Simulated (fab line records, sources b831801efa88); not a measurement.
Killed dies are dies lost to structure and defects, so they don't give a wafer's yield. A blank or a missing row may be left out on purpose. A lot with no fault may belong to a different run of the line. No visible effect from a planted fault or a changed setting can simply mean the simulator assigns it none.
fab line records    flow sky130
[record] lots = 6  wafers = 18  last-day = 50
route steps=708 shown SONOS_ONO@176 GATE_OXIDE@187 POLY_GATE@204 PAD_OPEN@708
lots that met no fault: from a run of the same line without faults
start-h: start of the lot's first displayed wafer, in hours after the record's first day    wait-h: hours elapsed since this lot's preceding step    " same as the row above    L1.1+2: one row covering several wafers at once    - no value present, or no start provided    * or withheld: withheld    < > ~ a bound
route shown NAME@n: NAME is a module with steps in the file, n the number in the route of the first one    usual: mean/standard deviation of fault-free wafers    same: alike in all rows    chamber/n: place in a boat    sites: the reading at each site    _std_site: standard deviation across them    _edge_site: the outer-site mean with the inner-site mean subtracted    radius-mm: how far each site lies from the wafer's centre    mask NAME#n: copy n    behind: the last tool/chamber to shape the wafer    hold: cause of the lot's hold/its duration in hours/its outcome    device: whichever transistor did not switch (one of n, p or np)    end of line: at the end of the route, the tests of the same wafers    where a step has no rows: the recipe by itself    killed: dies that structure and defects cost at the first sort, which is not the same as the wafer's yield    map: per-die view of a wafer (x killed, . not killed, _ where there is no die)
set.NAME: setting as actually run; set.NAME@STEP: the setting as run at that earlier step    model.NAME: the simulator's own value behind a step, which no gauge read
lots at some steps of the route; a table a step, a row a wafer
services: from which hour (start-h, from the record's first day; less than 0 if before it) a tool's chamber was out of use, for how many hours, and why
[[steps]]
[step SKY_SONOS_ONO_COAT_08]
[recipe] resist = NOVOLAK  spin-rpm = 3000  resist-thk-nm = 1140
[step SKY_SONOS_ONO_SOFTBAKE_09]
[recipe] temp-c = 90  time-s = 60  resist = NOVOLAK
[step SKY_SONOS_ONO_EXPOSE_10]
[recipe] mask-id = ONOM  target-cd-nm = 410  na = 0.6  source-shape = conventional  sigma-outer = 0.6  dose-mj = 150
[step SKY_SONOS_ONO_PEB_11]
[recipe] temp-c = withheld  time-s = *  resist = NOVOLAK
[step SKY_SONOS_ONO_DEVELOP_12]
[recipe] develop-time-s = 60  dev-temp-c = 23
[step SKY_SONOS_ONO_CD_MEAS_13]
[recipe] target-cd-nm = 410
[usual] cd-nm = 410.6/2.8
lot.wafer  tool       chamber  start-h  wait-h  cd-nm
L315.3     cd-sem-02  -        299.56   0.1     412.2
L315.5     "          -        "        "       412.5
L315.6     "          -        "        "       412.3
L320.3     cd-sem-01  -        343.05   0.1     410.8
L320.4     "          -        "        "       408.9
L320.6     "          -        "        "       407.6
L327.1     cd-sem-01  -        399.81   0.1     413.3
L327.4     "          -        "        "       413.8
L327.5     "          -        "        "       414.3
L328.1     cd-sem-01  -        401.94   0.1     407.3
L328.2     "          -        "        "       408.6
L328.3     "          -        "        "       408.2
L334.1     cd-sem-01  -        470.84   0.1     415.6
L334.3     "          -        "        "       414.5
L334.4     "          -        "        "       413.2
L335.2     cd-sem-01  -        471.39   0.1     413.7
L335.3     "          -        "        "       413.4
L335.6     "          -        "        "       413.7
[step SKY_SONOS_ONO_OVL_MEAS_14]
[usual] SONOS_ONO_OVL = 0.5/1.5
lot.wafer  tool        chamber  start-h  wait-h  SONOS_ONO_OVL[nm]
L315.3     overlay-01  -        299.65   0.1     1.3
L315.5     "           -        "        "       1.0
L315.6     "           -        "        "       -0.4
L320.3     overlay-02  -        343.15   0.1     0.2
L320.4     "           -        "        "       0.1
L320.6     "           -        "        "       0.1
L327.1     overlay-02  -        399.93   0.1     2.9
L327.4     "           -        "        "       2.5
L327.5     "           -        "        "       3.4
L328.1     overlay-01  -        402.06   0.1     -0.4
L328.2     "           -        "        "       -1.2
L328.3     "           -        "        "       -0.8
L334.1     overlay-02  -        470.96   0.1     -2.0
L334.3     "           -        "        "       -1.5
L334.4     "           -        "        "       -0.2
L335.2     overlay-02  -        471.50   0.1     1.5
L335.3     "           -        "        "       0.3
L335.6     "           -        "        "       3.3
[step SKY_SONOS_ONO_ETCH_15]
[recipe] target-depth-nm = 19.52  chemistry = CHF3/O2  source-w = 600  bias-w = 200  pressure-mtorr = 40  chf3-flow-sccm = 50  O2_flow_sccm = 5  time-s = 7.8
[usual] drypump-motor-current-A = 5.7/0.33  oes-product-au = 0.996/0.0096  throttle-valve-pct = 8.825/0.0092
lot.wafer  tool         chamber  start-h  wait-h  drypump-motor-current-A  oes-product-au  rf-hours-counter-h  throttle-valve-pct
L315.3     rie-diel-02  1        299.68   0.0     5.6                      1.013           4                   8.840
L315.5     "            3        "        "       5.6                      0.984           -                   8.822
L315.6     "            2        "        "       6.5                      0.995           -                   8.807
L320.3     rie-diel-02  1        343.17   0.0     5.5                      1.011           5                   8.830
L320.4     "            0        "        "       5.5                      0.995           12                  8.820
L320.6     "            2        "        "       6.5                      0.995           -                   8.829
L327.1     rie-diel-02  3        399.97   0.0     5.6                      0.990           12                  8.816
L327.4     "            1        "        "       5.6                      1.015           5                   8.840
L327.5     "            3        "        "       5.5                      0.988           -                   8.824
L328.1     rie-diel-01  3        402.10   0.0     5.5                      0.989           8                   8.835
L328.2     "            1        "        "       5.5                      0.992           6                   8.826
L328.3     "            0        "        "       5.3                      1.007           5                   8.829
L334.1     rie-diel-01  3        471.00   0.0     5.5                      0.997           10                  8.824
L334.3     "            2        "        "       5.6                      1.008           2                   8.837
L334.4     "            0        "        "       5.3                      1.010           6                   8.810
L335.2     rie-diel-03  2        471.53   0.0     5.7                      0.990           73                  8.829
L335.3     "            3        "        "       5.8                      0.992           6                   8.833
L335.6     "            3        "        "       5.7                      1.008           -                   8.824
[step SKY_SONOS_ONO_WET_ETCH_16]
[recipe] chemistry = dHF  target-depth-nm = 14  dry = n2-spin  target = SiO2  dilution = 100:1  temp-c = 25  time-s = 280
[step SKY_SONOS_ONO_STRIP_17]
[recipe] chemistry = O2/N2  power-w = 1400  pressure-mtorr = 1500  platen-temp-c = withheld  o2-flow-sccm = 3000  n2-flow-sccm = 300  overash-fraction = 0.5
[usual] drypump-motor-current-A = 5.5/0.55  o2-flow-sccm = 3001/9  oes-product-au = 0.709/0.004  strip-time-to-endpoint-s = 14.10/0.047
lot.wafer  tool             chamber  start-h  wait-h  drypump-motor-current-A  o2-flow-sccm  oes-product-au  rf-hours-counter-h  strip-time-to-endpoint-s
L315.3     plasma-asher-02  0        299.82   0.0     6.4                      2999          0.713           -                   14.14
L315.5     "                1        "        "       6.0                      2994          0.706           -                   14.12
L315.6     "                0        "        "       6.4                      2996          0.717           -                   14.16
L320.3     plasma-asher-02  1        343.32   0.0     6.0                      2987          0.715           -                   14.10
L320.4     "                0        "        "       6.5                      3008          0.715           -                   14.08
L320.6     "                1        "        "       6.0                      2988          0.714           -                   14.06
L327.1     plasma-asher-04  0        400.08   0.0     4.7                      3006          0.711           71                  14.09
L327.4     "                0        "        "       4.7                      2997          0.710           -                   14.08
L327.5     "                0        "        "       4.7                      3004          0.707           -                   14.10
L328.1     plasma-asher-01  1        402.20   0.0     5.0                      3005          0.715           61                  14.05
L328.2     "                0        "        "       5.7                      3002          0.708           61                  14.08
L328.3     "                0        "        "       5.7                      2996          0.706           -                   14.06
L334.1     plasma-asher-02  1        471.10   0.0     6.0                      3000          0.709           30                  13.98
L334.3     "                1        "        "       6.0                      3003          0.708           -                   14.02
L334.4     "                0        "        "       6.4                      3006          0.708           -                   13.98
L335.2     plasma-asher-04  1        471.63   0.0     5.8                      3006          0.716           4                   14.14
L335.3     "                0        "        "       4.7                      2980          0.710           -                   14.11
L335.6     "                0        "        "       4.7                      3002          0.710           -                   14.10
[step SKY_SONOS_ONO_WET_ETCH_18]
[recipe] chemistry = H3PO4  target-depth-nm = 15  target = Si3N4  temp-c = 160  time-s = 172
[step SKY_GATE_OXIDE_CLEAN_00]
[recipe] chemistry = SC1/SC2  mix = 1:4:20  temp-c = 70  time-s = 150  dry = n2-spin
[step SKY_GATE_OXIDE_OXIDATION_01]
[recipe] temp-c = 900  ambient = O2  stabilise-s = 600  purge-s = 300  target-thk-a = 102.68  ox-time-s = 1473
[usual] ox-time-s = 1473/0  spike-tc-lower-C = 900.2/1
[same] purge-s = 300  stabilise-s = 600
lot.wafer  tool        chamber  start-h  wait-h  ox-time-s  spike-tc-lower-C  model.SiO2_of_GATE_OXIDE_OXIDATION_01.thk-nm
L315.3     furnace-01  0        300.34   0.3     1473       902.0             10.06
L315.5     "           0        "        "       1473       900.9             10.03
L315.6     "           0        "        "       1473       899.4             10.15
L320.3     furnace-01  0        344.02   0.5     1473       900.3             9.929
L320.4     "           0        "        "       1473       899.4             10.01
L320.6     "           0        "        "       1473       899.0             9.983
L327.1     furnace-01  0        401.45   1.1     2209.5     899.3             13.2
L327.4     "           0        "        "       2209.5     898.5             13.38
L327.5     "           0        "        "       2209.5     900.1             13.66
L328.1     furnace-01  0        402.86   0.4     2209.5     899.6             13.41
L328.2     "           0        "        "       2209.5     899.0             13.43
L328.3     "           0        "        "       2209.5     901.0             13.43
L334.1     furnace-02  0        471.31   0.0     1473       899.5             10.26
L334.3     "           0        "        "       1473       900.8             10.32
L334.4     "           0        "        "       1473       899.2             10.31
L335.2     furnace-01  0        472.59   0.7     1473       902.8             10.18
L335.3     "           0        "        "       1473       900.3             10.33
L335.6     "           0        "        "       1473       898.4             10.41
[step SKY_GATE_OXIDE_THK_MEAS_02]
[recipe] reads = SiO2_of_GATE_OXIDE_OXIDATION_01
[usual] GATE_OXIDE_OXIDATION_00_THK = 10.25/0.18
lot.wafer  tool           chamber  start-h  wait-h  GATE_OXIDE_OXIDATION_00_THK[nm]
L315.3     film-metro-02  -        301.77   0.0     10.08
L315.5     "              -        "        "       10.02
L315.6     "              -        "        "       10.12
L320.3     film-metro-02  -        345.45   0.0     9.89
L320.4     "              -        "        "       10.01
L320.6     "              -        "        "       10.03
L327.1     film-metro-02  -        402.86   0.0     13.17
L327.4     "              -        "        "       13.37
L327.5     "              -        "        "       13.64
L328.1     film-metro-01  -        404.26   0.0     13.45
L328.2     "              -        "        "       13.46
L328.3     "              -        "        "       13.43
L334.1     film-metro-03  -        472.72   0.0     10.28
L334.3     "              -        "        "       10.28
L334.4     "              -        "        "       10.34
L335.2     film-metro-01  -        474.01   0.0     10.24
L335.3     "              -        "        "       10.34
L335.6     "              -        "        "       10.39
[step SKY_GATE_OXIDE_DEHYDRATE_03]
[recipe] temp-c = 200  time-s = 60
[step SKY_GATE_OXIDE_HMDS_04]
[recipe] prime-time-s = 60  prime-temp-c = 120
[step SKY_GATE_OXIDE_COAT_05]
[recipe] resist = NOVOLAK  spin-rpm = 3000  resist-thk-nm = 1140
[step SKY_GATE_OXIDE_SOFTBAKE_06]
[recipe] temp-c = 90  time-s = 60  resist = NOVOLAK
[step SKY_GATE_OXIDE_EXPOSE_07]
[recipe] mask-id = LVOM  na = 0.6  source-shape = conventional  sigma-outer = 0.6  polarization = unpolarized  target-cd-nm = 600  dose-mj = 170
[step SKY_GATE_OXIDE_PEB_08]
[recipe] temp-c = withheld  time-s = *  resist = NOVOLAK
[step SKY_GATE_OXIDE_DEVELOP_09]
[recipe] resist = NOVOLAK  developer = TMAH  develop-time-s = 60  dev-temp-c = 23
[step SKY_GATE_OXIDE_OVL_MEAS_10]
[usual] GATE_OXIDE_OVL = -0.7/1.2
lot.wafer  tool        chamber  start-h  wait-h  GATE_OXIDE_OVL[nm]
L315.3     overlay-01  -        328.08   0.1     -1.3
L315.5     "           -        "        "       -0.8
L315.6     "           -        "        "       0.9
L320.3     overlay-01  -        372.73   0.1     0.3
L320.4     "           -        "        "       -2.3
L320.6     "           -        "        "       -1.1
L327.1     overlay-02  -        432.85   0.1     -1.2
L327.4     "           -        "        "       -0.7
L327.5     "           -        "        "       0.8
L328.1     overlay-01  -        434.61   0.1     1.2
L328.2     "           -        "        "       0.5
L328.3     "           -        "        "       0.8
L334.1     overlay-02  -        502.66   0.1     -2.5
L334.3     "           -        "        "       -1.1
L334.4     "           -        "        "       -2.1
L335.2     overlay-01  -        504.60   0.1     0.6
L335.3     "           -        "        "       -0.6
L335.6     "           -        "        "       -1.1
[step SKY_GATE_OXIDE_IMPLANT_11]
[recipe] species = B  energy-kev = 10  dose-cm2 = 2.6e+12  tilt-deg = withheld
[step SKY_GATE_OXIDE_WET_ETCH_12]
[recipe] chemistry = dHF  target-depth-nm = 16.8  dry = n2-spin  target = SiO2  dilution = 100:1  temp-c = 25  time-s = 336
[step SKY_GATE_OXIDE_STRIP_13]
[recipe] chemistry = O2/N2  power-w = 1400  pressure-mtorr = 1500  platen-temp-c = withheld  o2-flow-sccm = 3000  n2-flow-sccm = 300  overash-fraction = 0.5
[usual] drypump-motor-current-A = 5.3/0.33  o2-flow-sccm = 2999/9.4  oes-product-au = 0.716/0.0042  strip-time-to-endpoint-s = 14.18/0.046
lot.wafer  tool             chamber  start-h  wait-h  drypump-motor-current-A  o2-flow-sccm  oes-product-au  rf-hours-counter-h  strip-time-to-endpoint-s
L315.3     plasma-asher-04  1        328.39   0.0     5.8                      3003          0.716           -                   14.13
L315.5     "                0        "        "       4.7                      2981          0.703           -                   14.15
L315.6     "                1        "        "       5.8                      2989          0.715           -                   14.15
L320.3     plasma-asher-01  0        373.04   0.0     5.7                      2986          0.717           -                   14.21
L320.4     "                1        "        "       5.0                      3016          0.714           -                   14.22
L320.6     "                0        "        "       5.7                      2992          0.719           -                   14.23
L327.1     plasma-asher-01  0        433.14   0.0     5.6                      2995          0.714           65                  14.22
L327.4     "                1        "        "       5.0                      3000          0.715           -                   14.24
L327.5     "                0        "        "       5.6                      3001          0.716           -                   14.23
L328.1     plasma-asher-03  1        434.90   0.0     5.3                      2995          0.711           71                  14.14
L328.2     "                0        "        "       5.4                      3013          0.721           71                  14.19
L328.3     "                0        "        "       5.4                      3014          0.713           -                   14.24
L334.1     plasma-asher-04  1        502.95   0.0     5.8                      2992          0.717           7                   14.17
L334.3     "                1        "        "       5.8                      2989          0.717           -                   14.21
L334.4     "                0        "        "       4.7                      2993          0.714           -                   14.19
L335.2     plasma-asher-03  1        504.89   0.0     5.3                      3001          0.723           79                  14.10
L335.3     "                1        "        "       5.3                      2996          0.717           -                   14.11
L335.6     "                0        "        "       5.4                      2991          0.717           -                   14.11
[step SKY_GATE_OXIDE_TW_MEAS_14]
[usual] GATE_OXIDE_TW = 225.5/2.4
lot.wafer  tool           chamber  start-h  wait-h  GATE_OXIDE_TW
L315.3     film-metro-02  -        328.48   0.1     222.9
L315.5     "              -        "        "       223.4
L315.6     "              -        "        "       223.4
L320.3     film-metro-03  -        373.13   0.1     222.1
L320.4     "              -        "        "       222.7
L320.6     "              -        "        "       223.9
L327.1     film-metro-02  -        433.24   0.1     223.4
L327.4     "              -        "        "       223.9
L327.5     "              -        "        "       222.7
L328.1     film-metro-02  -        435.00   0.1     223.4
L328.2     "              -        "        "       224.2
L328.3     "              -        "        "       222.9
L334.1     film-metro-01  -        503.05   0.1     227.1
L334.3     "              -        "        "       228.4
L334.4     "              -        "        "       228.5
L335.2     film-metro-01  -        505.00   0.1     229.9
L335.3     "              -        "        "       229.8
L335.6     "              -        "        "       229.7
[step SKY_GATE_OXIDE_CLEAN_15]
[recipe] chemistry = SC1/SC2  mix = 1:4:20  temp-c = 70  time-s = 150  dry = n2-spin
[step SKY_GATE_OXIDE_OXIDATION_16]
[recipe] temp-c = 800  ambient = O2  idle-temp-c = 700  ramp-up-c-per-min = 10  ramp-down-c-per-min = 3  stabilise-s = 600  purge-s = 300  target-thk-a = 35.7  ox-time-s = 1915
[usual] ox-time-s = 1915/0  spike-tc-lower-C = 800.1/1
[same] purge-s = 300  stabilise-s = 600
lot.wafer  tool        chamber  start-h  wait-h  ox-time-s  spike-tc-lower-C  model.SiO2_of_GATE_OXIDE_OXIDATION_01.thk-nm
L315.3     furnace-01  0        328.98   0.4     1915       800.9             11.45
L315.5     "           0        "        "       1915       799.9             11.38
L315.6     "           0        "        "       1915       801.1             11.51
L320.3     furnace-02  0        373.58   0.4     1915       799.9             11.28
L320.4     "           0        "        "       1915       798.6             11.37
L320.6     "           0        "        "       1915       800.2             11.31
L327.1     furnace-01  0        434.41   1.1     1915       800.5             14.35
L327.4     "           0        "        "       1915       800.0             14.54
L327.5     "           0        "        "       1915       799.7             14.81
L328.1     furnace-01  0        435.95   0.8     1915       800.3             14.52
L328.2     "           0        "        "       1915       799.5             14.52
L328.3     "           0        "        "       1915       800.0             14.55
L334.1     furnace-01  0        504.10   0.9     1915       800.4             11.56
L334.3     "           0        "        "       1915       800.2             11.64
L334.4     "           0        "        "       1915       799.8             11.6
L335.2     furnace-02  0        505.10   0.0     1915       801.4             11.54
L335.3     "           0        "        "       1915       800.4             11.64
L335.6     "           0        "        "       1915       798.7             11.75
[step SKY_POLY_GATE_CVD_00]
[recipe] material = poly-Si  target-thk-nm = 180  temp-c = 620  time-s = 720  pressure-mtorr = 200
[step SKY_PAD_OPEN_PROBE_99]
[usual] killed_at_M0_to_M3 = 44/6.9  killed_at_M4_up = 3.0/1.5  killed-at-contacts = 24/5.2  killed-at-front-end = 15/4.1  killed-at-other = 0.4/0.62  killed-dies = 87/9.6  killed-open = 47/7  killed-short = 40/6.2
[same] gross-dies = 492  killed-at-back-side = 0
lot.wafer  tool       chamber  start-h  wait-h  killed_at_M0_to_M3  killed_at_M4_up  killed-at-contacts  killed-at-front-end  killed-at-other  killed-dies  killed-open  killed-short  model.etest.nfet_16v.r-on-ohm-um  model.etest.pfet_16v.r-on-ohm-um  model.etest.tip-sonos.rs-ohm-sq  model.etest.pfet-g5v0d10v5.r-on-ohm-um  model.etest.nfet-g5v0d10v5.r-on-ohm-um  model.etest.tip-p.rs-ohm-sq  model.etest.nfet-g5v0d10v5.drive-ua-um  model.etest.nfet_05v0_nvt.drive-ua-um
L315.3     prober-02  -        1083.69  0.2     40                  4                30                  17                   0                91           50           40            1.423e+04                         1.52e+04                          2686                             4709                                    1896                                    6835                         615.7                                   580.9
L315.5     prober-02  -        1083.79  0.2     34                  1                28                  25                   0                88           46           41            1.423e+04                         1.525e+04                         2616                             4749                                    1886                                    6839                         613.7                                   586.4
L315.6     prober-02  -        1083.84  0.2     48                  1                24                  13                   0                86           40           46            1.421e+04                         1.516e+04                         2680                             4740                                    1901                                    6867                         605                                     578.2
L320.3     prober-01  -        1118.76  0.2     51                  2                23                  20                   0                96           53           43            1.398e+04                         1.492e+04                         2602                             4737                                    1858                                    6895                         621.3                                   587.6
L320.4     prober-01  -        1118.81  0.2     48                  3                25                  13                   2                91           47           43            1.393e+04                         1.515e+04                         2629                             4767                                    1868                                    6775                         612.5                                   581
L320.6     prober-01  -        1118.91  0.2     41                  2                26                  13                   0                82           46           36            1.39e+04                          1.509e+04                         2618                             4765                                    1849                                    6893                         616.6                                   589.6
L327.1     prober-02  -        1155.47  0.1     41                  7                26                  19                   1                94           42           52            1.542e+04                         1.621e+04                         3384                             5391                                    2144                                    7078                         483.8                                   476.6
L327.4     prober-02  -        1155.62  0.2     57                  3                25                  18                   1                104          51           53            1.568e+04                         1.618e+04                         3422                             5421                                    2150                                    7108                         484.9                                   472.8
L327.5     prober-02  -        1155.67  0.2     44                  4                25                  10                   0                83           37           46            1.57e+04                          1.625e+04                         3578                             5447                                    2156                                    7162                         472.1                                   466.5
L328.1     prober-01  -        1160.12  0.1     52                  3                34                  12                   0                101          64           37            1.582e+04                         1.57e+04                          3594                             5322                                    2147                                    7146                         485.8                                   474.7
L328.2     prober-01  -        1160.17  0.1     47                  0                20                  25                   0                92           51           41            1.599e+04                         1.616e+04                         3641                             5384                                    2157                                    7125                         487.9                                   472.4
L328.3     prober-01  -        1160.22  0.2     46                  5                27                  16                   0                94           56           38            1.602e+04                         1.619e+04                         3525                             5312                                    2160                                    7222                         483.7                                   468.4
L335.2     prober-01  -        1196.19  0.1     57                  2                22                  13                   0                94           53           40            1.421e+04                         1.505e+04                         2620                             4667                                    1888                                    6884                         603.9                                   572.6
L335.3     prober-01  -        1196.24  0.2     43                  0                33                  10                   1                87           50           36            1.431e+04                         1.516e+04                         2668                             4796                                    1928                                    6837                         597.2                                   572.8
L335.6     prober-01  -        1196.39  0.2     42                  1                23                  10                   0                76           45           31            1.421e+04                         1.518e+04                         2676                             4776                                    1924                                    6897                         595.5                                   564
L334.1     prober-02  -        1196.99  0.1     46                  1                24                  15                   1                87           51           35            1.398e+04                         1.542e+04                         2683                             4785                                    1886                                    6862                         608.3                                   575.8
L334.3     prober-02  -        1197.09  0.2     41                  2                22                  18                   0                83           43           40            1.39e+04                          1.489e+04                         2716                             4817                                    1862                                    6860                         606.5                                   580.7
L334.4     prober-02  -        1197.14  0.2     31                  5                18                  25                   1                80           45           35            1.399e+04                         1.554e+04                         2669                             4844                                    1910                                    6846                         599.1                                   574.1
// killed by level:class
L315.3 CONTACT:geometric-particle:open=10 LI_CONTACT:geometric-particle:open=9 VIA1:geometric-particle:open=9 FIELD_ISO:geometric-particle:open=6 METAL1:geometric-particle:short=6 VIA2:geometric-particle:open=6 VIA3:geometric-particle:open=5 VIA1:geometric-particle:short=5
L315.5 LI_CONTACT:geometric-particle:open=8 FIELD_ISO:geometric-particle:short=8 CONTACT:geometric-particle:open=8 VIA1:geometric-particle:open=8 FIELD_ISO:geometric-particle:open=7 VIA3:geometric-particle:open=7 LOCAL_INTERCONNECT:geometric-particle:short=6 METAL1:geometric-particle:short=4
L315.6 VIA1:geometric-particle:open=16 CONTACT:geometric-particle:open=8 METAL1:geometric-particle:short=7 LOCAL_INTERCONNECT:geometric-particle:short=7 FIELD_ISO:geometric-particle:short=5 CONTACT:geometric-particle:short=5 VIA2:geometric-particle:short=4 VIA3:geometric-particle:short=4
L320.3 METAL2:geometric-particle:short=11 VIA1:geometric-particle:open=9 VIA3:geometric-particle:open=9 CONTACT:geometric-particle:open=8 LI_CONTACT:geometric-particle:open=7 VIA2:geometric-particle:open=6 FIELD_ISO:geometric-particle:open=5 POLY_GATE:geometric-particle:short=5
L320.4 CONTACT:geometric-particle:open=14 VIA1:geometric-particle:open=11 METAL2:geometric-particle:short=7 METAL1:geometric-particle:short=7 VIA1:geometric-particle:short=6 CONTACT:geometric-particle:short=5 METAL3:geometric-particle:short=4 VIA2:geometric-particle:open=4
L320.6 CONTACT:geometric-particle:open=9 VIA3:geometric-particle:open=9 VIA1:geometric-particle:open=8 VIA1:geometric-particle:short=7 FIELD_ISO:geometric-particle:open=6 LI_CONTACT:geometric-particle:open=6 METAL2:geometric-particle:short=6 CONTACT:geometric-particle:short=5
L327.1 CONTACT:geometric-particle:open=10 CONTACT:geometric-particle:short=9 VIA2:geometric-particle:short=7 METAL4:geometric-particle:short=7 METAL2:geometric-particle:short=6 VIA2:geometric-particle:open=6 LI_CONTACT:geometric-particle:open=5 VIA3:geometric-particle:short=5
L327.4 CONTACT:geometric-particle:open=8 VIA2:geometric-particle:open=8 VIA2:geometric-particle:short=8 LI_CONTACT:geometric-particle:open=7 VIA1:geometric-particle:open=7 FIELD_ISO:geometric-particle:short=6 METAL1:geometric-particle:short=6 CONTACT:geometric-particle:short=5
L327.5 METAL1:geometric-particle:short=12 CONTACT:geometric-particle:open=11 METAL2:geometric-particle:short=6 VIA2:geometric-particle:open=5 LI_CONTACT:geometric-particle:open=4 CONTACT:geometric-particle:short=4 VIA1:geometric-particle:short=4 VIA1:geometric-particle:open=4
L328.1 CONTACT:geometric-particle:open=16 VIA1:geometric-particle:open=16 VIA2:geometric-particle:open=8 FIELD_ISO:geometric-particle:open=7 LI_CONTACT:geometric-particle:open=7 VIA3:geometric-particle:short=7 METAL1:geometric-particle:short=5 LOCAL_INTERCONNECT:geometric-particle:short=4
L328.2 VIA3:geometric-particle:open=9 VIA1:geometric-particle:open=8 CONTACT:geometric-particle:open=7 METAL2:geometric-particle:short=7 FIELD_ISO:geometric-particle:short=6 FIELD_ISO:geometric-particle:open=6 POLY_GATE:geometric-particle:short=6 POLY_GATE:geometric-particle:open=5
L328.3 VIA3:geometric-particle:open=12 CONTACT:geometric-particle:open=10 VIA1:geometric-particle:open=10 CONTACT:geometric-particle:short=7 METAL1:geometric-particle:short=7 FIELD_ISO:geometric-particle:open=6 LI_CONTACT:geometric-particle:open=5 FIELD_ISO:geometric-particle:short=4
L335.2 VIA1:geometric-particle:open=17 VIA3:geometric-particle:open=9 CONTACT:geometric-particle:open=8 METAL1:geometric-particle:short=8 VIA2:geometric-particle:open=7 VIA2:geometric-particle:short=6 METAL2:geometric-particle:short=5 LI_CONTACT:geometric-particle:open=5
L335.3 VIA1:geometric-particle:open=12 CONTACT:geometric-particle:open=10 LI_CONTACT:geometric-particle:open=6 VIA3:geometric-particle:open=6 LOCAL_INTERCONNECT:geometric-particle:short=6 CONTACT:geometric-particle:short=5 LI_CONTACT:geometric-particle:short=4 METAL3:geometric-particle:short=4
L335.6 VIA1:geometric-particle:open=9 LI_CONTACT:geometric-particle:open=7 CONTACT:geometric-particle:open=7 VIA2:geometric-particle:open=6 VIA3:geometric-particle:open=6 METAL1:geometric-particle:short=5 METAL3:geometric-particle:short=5 CONTACT:geometric-particle:short=4
L334.1 CONTACT:geometric-particle:open=10 VIA1:geometric-particle:open=9 VIA3:geometric-particle:open=9 METAL2:geometric-particle:short=7 CONTACT:geometric-particle:short=6 VIA2:geometric-particle:open=6 FIELD_ISO:geometric-particle:open=5 METAL1:geometric-particle:short=4
L334.3 VIA1:geometric-particle:open=8 LI_CONTACT:geometric-particle:open=7 FIELD_ISO:geometric-particle:short=6 CONTACT:geometric-particle:open=6 VIA2:geometric-particle:open=6 CONTACT:geometric-particle:short=4 VIA3:geometric-particle:open=4 METAL1:geometric-particle:short=4
L334.4 VIA1:geometric-particle:open=10 VIA3:geometric-particle:open=8 POLY_GATE:geometric-particle:open=7 FIELD_ISO:geometric-particle:short=6 POLY_GATE:geometric-particle:short=5 LI_CONTACT:geometric-particle:open=5 CONTACT:geometric-particle:open=5 METAL4:geometric-particle:short=5
[[services]]
tool             chamber  start-h  hours  kind
rie-diel-02      -        298.90   0.4    repair
rie-diel-01      0        304.37   6.3    repair
plasma-asher-02  -        325.76   3.1    repair
rie-diel-02      3        329.71   4.0    repair
furnace-01       -        330.51   2.4    pm
rie-diel-01      -        356.35   14.6   pm
plasma-asher-02  -        374.67   12.3   repair
rie-diel-02      1        375.63   14.3   repair
plasma-asher-02  -        402.15   52.0   repair
furnace-02       -        403.27   1.9    repair
furnace-01       -        411.63   3.2    pm
furnace-02       -        415.08   2.8    pm
plasma-asher-04  -        421.25   9.0    pm
plasma-asher-03  -        422.87   0.7    repair
plasma-asher-01  -        423.20   2.0    repair
plasma-asher-04  -        436.05   9.4    repair
plasma-asher-03  -        437.36   2.3    repair
rie-diel-01      2        440.83   19.7   repair
furnace-02       -        445.62   3.5    pm
rie-diel-01      -        449.70   3.3    repair
plasma-asher-01  -        454.53   1.9    repair
plasma-asher-04  -        461.21   0.4    repair
plasma-asher-04  -        475.84   2.6    repair
plasma-asher-03  -        489.10   1.6    repair
[[key]]
[first-sign] step = SKY_GATE_OXIDE_OXIDATION_01  reading = ox-time-s  direction = up  sigmas = 99+  usual = *  struck = *
[effect] step = SKY_GATE_OXIDE_THK_MEAS_02  reading = GATE_OXIDE_OXIDATION_00_THK  direction = up  sigmas = 17  usual = 10.25  struck = 13.42
[model-effect] step = SKY_GATE_OXIDE_OXIDATION_01  value = SiO2_of_GATE_OXIDE_OXIDATION_01.thk-nm  without = 10.09  struck = 13.42
[model-effect] step = SKY_GATE_OXIDE_OXIDATION_16  value = SiO2_of_GATE_OXIDE_OXIDATION_01.thk-nm  without = 11.45  struck = 14.55
[model-effect] step = SKY_PAD_OPEN_PROBE_99  value = etest.nfet_16v.r-on-ohm-um  without = 1.405e+04  struck = 1.577e+04
met-at SKY_GATE_OXIDE_OXIDATION_01
struck-wafers L327.1,L327.4,L327.5,L328.1,L328.2,L328.3
tester-left-out L327,L328
onset-between 344.02 401.45
[fault] kind = process-parameter-drift  tool = furnace-01  chamber = -  onset-h = 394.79  steps = SKY_GATE_OXIDE_OXIDATION_01  channel = ox-time-s  offset = *  shape = step  end-h = 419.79  acts-in = *  stated = *
// tester-left-out: of these lots the tester's yield and bins aren't shown, on N5 and GAA mostly nor the transistor test; their killed dies are dies lost to structure and defects alone, not to doping, threshold or leakage, so they don't give the yield
